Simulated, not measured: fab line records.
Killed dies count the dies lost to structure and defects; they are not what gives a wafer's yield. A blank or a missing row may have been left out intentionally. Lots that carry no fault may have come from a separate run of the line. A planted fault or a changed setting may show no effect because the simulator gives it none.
Which tool is to blame? | flow sky130 | 13 lots with 39 wafers sampled at 4 steps, on a route of 708 steps

== WHAT THE GAUGES SHOWED, per wafer ==
SKY_VT_ADJUST_NCORE_TW_MEAS_11. Usual: VT_ADJUST_NCORE_TW gives 221.0 (standard deviation 2.5).
lot  | measured     | on            | VT_ADJUST_NCORE_TW | flag
L852 | day 8 17:50  | film-metro-01 | 225.4 225.6 225.3  |
L853 | day 9 05:24  | film-metro-03 | 220.2 220.4 220.4  |
L854 | day 9 12:48  | film-metro-03 | 220.4 219.9 220.4  |
L856 | day 10 01:49 | film-metro-01 | 224.5 223.9 223.2  |
L857 | day 10 10:48 | film-metro-02 | 218.5 218.8 217.6  |
L858 | day 10 17:22 | film-metro-03 | 221.1 220.4 219.7  |
L862 | day 11 19:29 | film-metro-01 | 224.9 224.7 224.1  |
L863 | day 12 00:30 | film-metro-01 | 225.1 225.1 224.4  |
L868 | day 14 05:04 | film-metro-02 | 218.7 218.4 219.1  |
L869 | day 14 07:05 | film-metro-02 | 220.2 218.3 218.7  |
L871 | day 14 16:43 | film-metro-02 | 219.8 219.3 219.0  |
L873 | day 15 03:45 | film-metro-01 | 222.1 222.7 223.4  |
L874 | day 15 11:07 | film-metro-03 | 219.8 218.7 218.7  |

SKY_SONOS_ONO_THK_MEAS_05. Usual: SONOS_ONO_CVD_04_THK gives 5.81 nm (standard deviation 0.1).
lot  | measured     | on            | SONOS_ONO_CVD_04_THK (nm) | flag
L852 | day 11 17:46 | film-metro-03 | 5.78 5.83 5.69            |
L853 | day 12 08:44 | film-metro-01 | 5.89 5.79 5.82            |
L854 | day 12 15:56 | film-metro-01 | 5.82 5.82 5.90            |
L856 | day 13 08:49 | film-metro-01 | 5.80 5.82 5.76            |
L857 | day 13 18:31 | film-metro-02 | 5.62 5.67 5.72            |
L858 | day 14 01:31 | film-metro-01 | 5.98 5.99 5.85            |
L862 | day 15 10:40 | film-metro-03 | 5.85 5.79 5.74            |
L863 | day 15 14:43 | film-metro-03 | 5.85 5.77 5.75            |
L868 | day 18 00:54 | film-metro-03 | 5.96 6.04 5.85            |
L869 | day 18 00:54 | film-metro-02 | 5.77 5.81 5.93            |
L871 | day 18 12:22 | film-metro-02 | 5.71 5.75 5.73            |
L873 | day 18 22:29 | film-metro-03 | 5.80 5.70 5.80            |
L874 | day 19 05:44 | film-metro-03 | 5.76 5.82 5.81            |

SKY_POLY_GATE_CD_MEAS_13: the cd target is 150 nm. Usual: cd-nm 150.1 nm, standard deviation 1.5.
lot  | measured     | on        | cd-nm (nm)        | flag
L852 | day 16 09:22 | cd-sem-01 | 150.2 150.5 150.7 |
L853 | day 17 04:35 | cd-sem-01 | 150.6 151.1 149.4 |
L854 | day 17 16:37 | cd-sem-01 | 150.8 151.4 151.4 |
L856 | day 18 12:50 | cd-sem-02 | 151.3 149.8 150.5 |
L857 | day 18 22:14 | cd-sem-02 | 151.7 151.9 149.8 |
L858 | day 19 08:14 | cd-sem-01 | 149.2 149.4 150.3 |
L862 | day 20 14:15 | cd-sem-02 | 152.3 152.7 153.3 |
L863 | day 20 21:24 | cd-sem-01 | 152.8 152.5 151.4 |
L868 | day 23 13:12 | cd-sem-01 | 150.1 151.2 149.4 |
L869 | day 23 12:02 | cd-sem-02 | 150.9 150.2 150.8 |
L873 | day 24 07:14 | cd-sem-02 | 148.2 148.7 147.9 |
L874 | day 24 12:43 | cd-sem-01 | 149.1 150.5 149.3 |

== TOOL THAT RAN EACH LOT (tool first, then ch and the chambers of the sampled wafers, then the start) ==
lot  | SKY_GATE_OXIDE_WET_ETCH_12
L852 | wet-bench-03 ch 2, day 13 20:28
L853 | wet-bench-01 ch 1, day 14 12:25
L854 | wet-bench-03 ch 0, day 14 21:59
L856 | wet-bench-04 ch 2, day 15 15:13
L857 | wet-bench-01 ch 0, day 16 02:52
L858 | wet-bench-01 ch 3, day 16 11:16
L862 | wet-bench-03 ch 1, day 17 20:26
L863 | wet-bench-03 ch 3, day 18 02:35
L868 | wet-bench-04 ch 1, day 20 18:37
L869 | wet-bench-03 ch 2, day 20 18:08
L871 | wet-bench-03 ch 2, day 21 04:16
L873 | wet-bench-04 ch 1, day 21 14:34
L874 | wet-bench-04 ch 1, day 21 20:44
- SKY_GATE_OXIDE_WET_ETCH_12: etches SiO2 in dHF, target depth 16.8 nm, time 336 s.

== WHAT THE TOOLS THEMSELVES READ (means of the sampled wafers that have a number; where no wafer has one, the mark that the record gives instead) ==
SKY_GATE_OXIDE_WET_ETCH_12. Usual: run-length-s 364 s, standard deviation 3.9.
lot  | tool         | run-length-s (s) | flag
L852 | wet-bench-03 | 361              |
L853 | wet-bench-01 | 359              |
L854 | wet-bench-03 | 363              |
L856 | wet-bench-04 | 370              |
L857 | wet-bench-01 | 361              |
L858 | wet-bench-01 | 361              |
L862 | wet-bench-03 | 362              |
L863 | wet-bench-03 | 363              |
L868 | wet-bench-04 | 370              |
L869 | wet-bench-03 | 361              |
L871 | wet-bench-03 | 173              | OFF
L873 | wet-bench-04 | 369              |
L874 | wet-bench-04 | 370              |

== THE ANSWER, worked out from the rows above alone ==
Rule: a lot is off if the mean of its wafers that have a number lies more than 3 standard deviations from the usual mean. Also off: a lot with no number at a reading for which 4 or more lots have one. The other lots that the step has rows for count as sound. After the gauges, taken in route order, come the tools' own readings; for these a lot's mean is taken, as printed above. At the first step where some lot is off, the reading lying furthest off is the one used; lots without a number count as furthest.
Off: L871, at SKY_GATE_OXIDE_WET_ETCH_12 (run-length-s).
A tool fits if, at that step or a process step before it, it ran every lot that is off, and no sound lot after the first of them. One fits: SKY_GATE_OXIDE_WET_ETCH_12 on wet-bench-03. Its last sound lot is L869 (day 20 18:08), its first lot that is off L871 (day 21 04:16): a fault that began between those two fits.
The tool's own readings at SKY_GATE_OXIDE_WET_ETCH_12 bear it out: on the lots that are off they differ by more than 5 times the standard deviation of the sound lots' means. run-length-s reads 173 s there against 364 s on the sound lots.

== WHAT HAD BEEN PUT IN BY THE SIMULATOR ==
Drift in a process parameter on wet-bench-03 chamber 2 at SKY_GATE_OXIDE_WET_ETCH_12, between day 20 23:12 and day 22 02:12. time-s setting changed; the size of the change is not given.
Struck lots among those shown: L871. The rule above found the same.
